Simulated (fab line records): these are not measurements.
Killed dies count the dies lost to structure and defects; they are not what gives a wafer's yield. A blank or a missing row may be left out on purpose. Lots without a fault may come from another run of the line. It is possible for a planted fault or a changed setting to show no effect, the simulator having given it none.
What tool caused it? :: flow gf180mcu :: 12 lots, 34 wafers sampled, at 5 steps of a route of 602

## WHAT THE GAUGES SHOWED, per wafer
GF_HV_LDD_THK_MEAS_55.
lot: L872
measured: day 13 00:18
on: film-metro-02
HV_LDD_CVD_54_THK (nm): 9.92 9.99 9.95

lot: L877
measured: day 14 12:55
on: film-metro-01
HV_LDD_CVD_54_THK (nm): 10.13 9.99 9.92

lot: L879
measured: day 15 08:20
on: film-metro-02
HV_LDD_CVD_54_THK (nm): 10.09 10.16

lot: L880
measured: day 15 16:02
on: film-metro-04
HV_LDD_CVD_54_THK (nm): 10.02 10.00

lot: L882
measured: day 16 05:33
on: film-metro-02
HV_LDD_CVD_54_THK (nm): 9.95 9.91 10.02

lot: L885
measured: day 17 05:53
on: film-metro-01
HV_LDD_CVD_54_THK (nm): 10.04 10.04 10.15

lot: L887
measured: day 17 23:10
on: film-metro-04
HV_LDD_CVD_54_THK (nm): 9.81 9.89 9.72

lot: L891
measured: day 19 06:21
on: film-metro-01
HV_LDD_CVD_54_THK (nm): 9.91 9.95 9.84

lot: L892
measured: day 19 20:47
on: film-metro-02
HV_LDD_CVD_54_THK (nm): 10.09 10.10 10.05

lot: L893
measured: day 20 01:22
on: film-metro-04
HV_LDD_CVD_54_THK (nm): 10.01 10.00 9.91

lot: L894
measured: day 20 08:19
on: film-metro-04
HV_LDD_CVD_54_THK (nm): 10.05 10.00 9.96

lot: L895
measured: day 20 14:33
on: film-metro-04
HV_LDD_CVD_54_THK (nm): 9.81 10.03 9.91

GF_HV_LDD_THK_MEAS_57.
lot: L872
measured: day 13 01:47
on: film-metro-01
HV_LDD_CVD_56_THK (nm): 90.3 92.2 91.8

lot: L877
measured: day 14 14:25
on: film-metro-02
HV_LDD_CVD_56_THK (nm): 90.0 90.2 89.4

lot: L879
measured: day 15 09:50
on: film-metro-04
HV_LDD_CVD_56_THK (nm): 89.4 88.4

lot: L880
measured: day 15 17:31
on: film-metro-04
HV_LDD_CVD_56_THK (nm): 89.4 89.9

lot: L882
measured: day 16 07:02
on: film-metro-01
HV_LDD_CVD_56_THK (nm): 89.2 89.3 89.6

lot: L885
measured: day 17 07:23
on: film-metro-04
HV_LDD_CVD_56_THK (nm): 91.1 91.2 90.4

lot: L887
measured: day 18 00:39
on: film-metro-04
HV_LDD_CVD_56_THK (nm): 90.5 90.1 91.1

lot: L891
measured: day 19 07:50
on: film-metro-04
HV_LDD_CVD_56_THK (nm): 88.8 88.7 88.9

lot: L892
measured: day 19 22:17
on: film-metro-02
HV_LDD_CVD_56_THK (nm): 89.9 90.4 89.5

lot: L893
measured: day 20 02:50
on: film-metro-01
HV_LDD_CVD_56_THK (nm): 89.0 89.5 88.6

lot: L894
measured: day 20 09:48
on: film-metro-01
HV_LDD_CVD_56_THK (nm): 88.9 88.4 88.0

lot: L895
measured: day 20 16:02
on: film-metro-04
HV_LDD_CVD_56_THK (nm): 89.9 90.0 89.5

GF_PSD_RS_MEAS_14: uses a four-point probe to measure.
lot: L872
measured: day 14 20:53
on: film-metro-04
NSD_RS (ohm/sq): 46.11 46.09 46.08

lot: L877
measured: day 16 11:31
on: film-metro-03
NSD_RS (ohm/sq): 46.24 47.57 46.06

lot: L879
measured: day 17 07:31
on: film-metro-02
NSD_RS (ohm/sq): 47.41 47.61

lot: L880
measured: day 17 15:28
on: film-metro-04
NSD_RS (ohm/sq): 47.40 46.17

lot: L882
measured: day 18 06:45
on: film-metro-02
NSD_RS (ohm/sq): 46.03 46.11 46.06

lot: L885
measured: day 19 08:17
on: film-metro-04
NSD_RS (ohm/sq): 46.00 46.04 46.14

lot: L887
measured: day 20 02:15
on: film-metro-03
NSD_RS (ohm/sq): 46.12 46.07 46.06

lot: L891
measured: day 21 09:05
on: film-metro-03
NSD_RS (ohm/sq): 46.20 46.16 46.22

lot: L892
measured: day 22 00:37
on: film-metro-02
NSD_RS (ohm/sq): 46.25 46.22 46.11

lot: L893
measured: day 22 03:50
on: film-metro-03
NSD_RS (ohm/sq): 46.24 46.21 46.31

lot: L894
measured: day 22 11:18
on: film-metro-02
NSD_RS (ohm/sq): 46.30 46.28 46.11

lot: L895
measured: day 22 17:15
on: film-metro-03
NSD_RS (ohm/sq): 46.03 46.07 46.14

## EACH LOT AND THE TOOL THAT RAN IT (in order: tool; ch and the chambers of the sampled wafers; start)
lot: L872
GF_NSD_IMPLANT_10: implanter-01 ch 0, day 13 22:53
GF_NSD_STRIP_11: plasma-asher-03 ch 0,1, day 13 23:02

lot: L877
GF_NSD_IMPLANT_10: implanter-01 ch 0, day 15 12:37
GF_NSD_STRIP_11: plasma-asher-04 ch 0,1, day 15 12:45

lot: L879
GF_NSD_IMPLANT_10: implanter-01 ch 0, day 16 08:14
GF_NSD_STRIP_11: plasma-asher-01 ch 0,1, day 16 08:23

lot: L880
GF_NSD_IMPLANT_10: implanter-01 ch 0, day 16 15:41
GF_NSD_STRIP_11: plasma-asher-03 ch 1, day 16 15:49

lot: L882
GF_NSD_IMPLANT_10: implanter-02 ch 0, day 17 07:01
GF_NSD_STRIP_11: plasma-asher-04 ch 0,1, day 17 07:08

lot: L885
GF_NSD_IMPLANT_10: implanter-02 ch 0, day 18 06:50
GF_NSD_STRIP_11: plasma-asher-03 ch 0,1, day 18 06:59

lot: L887
GF_NSD_IMPLANT_10: implanter-01 ch 0, day 19 00:57
GF_NSD_STRIP_11: plasma-asher-04 ch 0, day 19 01:04

lot: L891
GF_NSD_IMPLANT_10: implanter-01 ch 0, day 20 08:41
GF_NSD_STRIP_11: plasma-asher-03 ch 0,1, day 20 08:50

lot: L892
GF_NSD_IMPLANT_10: implanter-02 ch 0, day 20 23:44
GF_NSD_STRIP_11: plasma-asher-03 ch 0,1, day 20 23:53

lot: L893
GF_NSD_IMPLANT_10: implanter-01 ch 0, day 21 03:42
GF_NSD_STRIP_11: plasma-asher-04 ch 0,1, day 21 03:49

lot: L894
GF_NSD_IMPLANT_10: implanter-01 ch 0, day 21 10:58
GF_NSD_STRIP_11: plasma-asher-04 ch 1, day 21 11:05

lot: L895
GF_NSD_IMPLANT_10: implanter-02 ch 0, day 21 16:32
GF_NSD_STRIP_11: plasma-asher-04 ch 0,1, day 21 16:40
- GF_NSD_IMPLANT_10
- GF_NSD_STRIP_11: strips in O2/N2.

## AS READ BY THE TOOLS THEMSELVES (means over the sampled wafers that have a number; for cases with no such wafer, the mark the record gives instead)
GF_NSD_IMPLANT_10.
lot: L872
tool: implanter-01
beam-on-s (s): 10.23
dose-ions-cm2: 5e+14
faraday-current-uA: 2724

lot: L877
tool: implanter-01
beam-on-s (s): 9.13
dose-ions-cm2: 5e+14
faraday-current-uA: 3099

lot: L879
tool: implanter-01
beam-on-s (s): 7.55
dose-ions-cm2: 5e+14
faraday-current-uA: 3680

lot: L880
tool: implanter-01
beam-on-s (s): 8.96
dose-ions-cm2: 5e+14
faraday-current-uA: 3177

lot: L882
tool: implanter-02
beam-on-s (s): 10.03
dose-ions-cm2: 5e+14
faraday-current-uA: 2777

lot: L885
tool: implanter-02
beam-on-s (s): 10.04
dose-ions-cm2: 5e+14
faraday-current-uA: 2779

lot: L887
tool: implanter-01
beam-on-s (s): 9.75
dose-ions-cm2: 5e+14
faraday-current-uA: 2859

lot: L891
tool: implanter-01
beam-on-s (s): 10.17
dose-ions-cm2: 5e+14
faraday-current-uA: 2742

lot: L892
tool: implanter-02
beam-on-s (s): 9.81
dose-ions-cm2: 5e+14
faraday-current-uA: 2837

lot: L893
tool: implanter-01
beam-on-s (s): 9.83
dose-ions-cm2: 5e+14
faraday-current-uA: 2839

lot: L894
tool: implanter-01
beam-on-s (s): 10.09
dose-ions-cm2: 5e+14
faraday-current-uA: 2759

lot: L895
tool: implanter-02
beam-on-s (s): 10.08
dose-ions-cm2: 5e+14
faraday-current-uA: 2771

GF_NSD_STRIP_11.
lot: L872
tool: plasma-asher-03
drypump-motor-current-A (A): 5.61
heater-power-w (W): 312
oes-product-au (a.u.): 0.488
strip-time-to-endpoint-s (s): 22.93

lot: L877
tool: plasma-asher-04
drypump-motor-current-A (A): 5.54
heater-power-w (W): 325
oes-product-au (a.u.): 0.488
strip-time-to-endpoint-s (s): 22.93

lot: L879
tool: plasma-asher-01
drypump-motor-current-A (A): 5.42
heater-power-w (W): 357
oes-product-au (a.u.): 0.486
strip-time-to-endpoint-s (s): 22.86

lot: L880
tool: plasma-asher-03
drypump-motor-current-A (A): 5.53
heater-power-w (W): 277
oes-product-au (a.u.): 0.489
strip-time-to-endpoint-s (s): 22.91

lot: L882
tool: plasma-asher-04
drypump-motor-current-A (A): 5.58
heater-power-w (W): 314
oes-product-au (a.u.): 0.488
strip-time-to-endpoint-s (s): 22.96

lot: L885
tool: plasma-asher-03
drypump-motor-current-A (A): 5.62
heater-power-w (W): 309
oes-product-au (a.u.): 0.486
strip-time-to-endpoint-s (s): 22.97

lot: L887
tool: plasma-asher-04
drypump-motor-current-A (A): 5.63
heater-power-w (W): 303
oes-product-au (a.u.): 0.487
strip-time-to-endpoint-s (s): 22.94

lot: L891
tool: plasma-asher-03
drypump-motor-current-A (A): 5.67
heater-power-w (W): 318
oes-product-au (a.u.): 0.487
strip-time-to-endpoint-s (s): 22.94

lot: L892
tool: plasma-asher-03
drypump-motor-current-A (A): 5.67
heater-power-w (W): 311
oes-product-au (a.u.): 0.487
strip-time-to-endpoint-s (s): 22.91

lot: L893
tool: plasma-asher-04
drypump-motor-current-A (A): 5.57
heater-power-w (W): 312
oes-product-au (a.u.): 0.489
strip-time-to-endpoint-s (s): 22.97

lot: L894
tool: plasma-asher-04
drypump-motor-current-A (A): 5.49
heater-power-w (W): 329
oes-product-au (a.u.): 0.489
strip-time-to-endpoint-s (s): 22.98

lot: L895
tool: plasma-asher-04
drypump-motor-current-A (A): 5.52
heater-power-w (W): 321
oes-product-au (a.u.): 0.489
strip-time-to-endpoint-s (s): 23.01

## THE ANSWER, worked out from the rows above alone
Rule: the lots themselves supply what counts as usual. Put in order of their means at a reading, lots are off if they are a third of the lots or fewer, leave a main group of 4 or more, and stand apart from it by a gap of 3 or more times the standard deviation of the main group's means; of several such gaps the widest counts. The tables above print the reading to a certain number of digits; a main group whose means all agree to those digits is not used. A lot without any number at a reading at which 4 lots or more have one is off too. The other lots that the step has rows for count as sound. After the gauges, taken in route order, come the tools' own readings; for these a lot's mean is taken, as printed above. At the first step where some lot is off, the reading lying furthest off is the one used; lots without a number count as furthest.
Off: L877, L879, L880, at GF_PSD_RS_MEAS_14 (NSD_RS). Mean 46.14 ohm/sq and standard deviation 0.073 in the main group.
If a tool, at a process step before that reading, ran all the lots that are off and no sound lot after the first of them, it fits. Not tried: the gauges at GF_PSD_RS_MEAS_14; whatever is off there is also off at GF_NSD_IMPLANT_10, on other tools, and gauge error can't account for it. No candidate that was tried fits.

## WHAT HAD BEEN PUT IN BY THE SIMULATOR
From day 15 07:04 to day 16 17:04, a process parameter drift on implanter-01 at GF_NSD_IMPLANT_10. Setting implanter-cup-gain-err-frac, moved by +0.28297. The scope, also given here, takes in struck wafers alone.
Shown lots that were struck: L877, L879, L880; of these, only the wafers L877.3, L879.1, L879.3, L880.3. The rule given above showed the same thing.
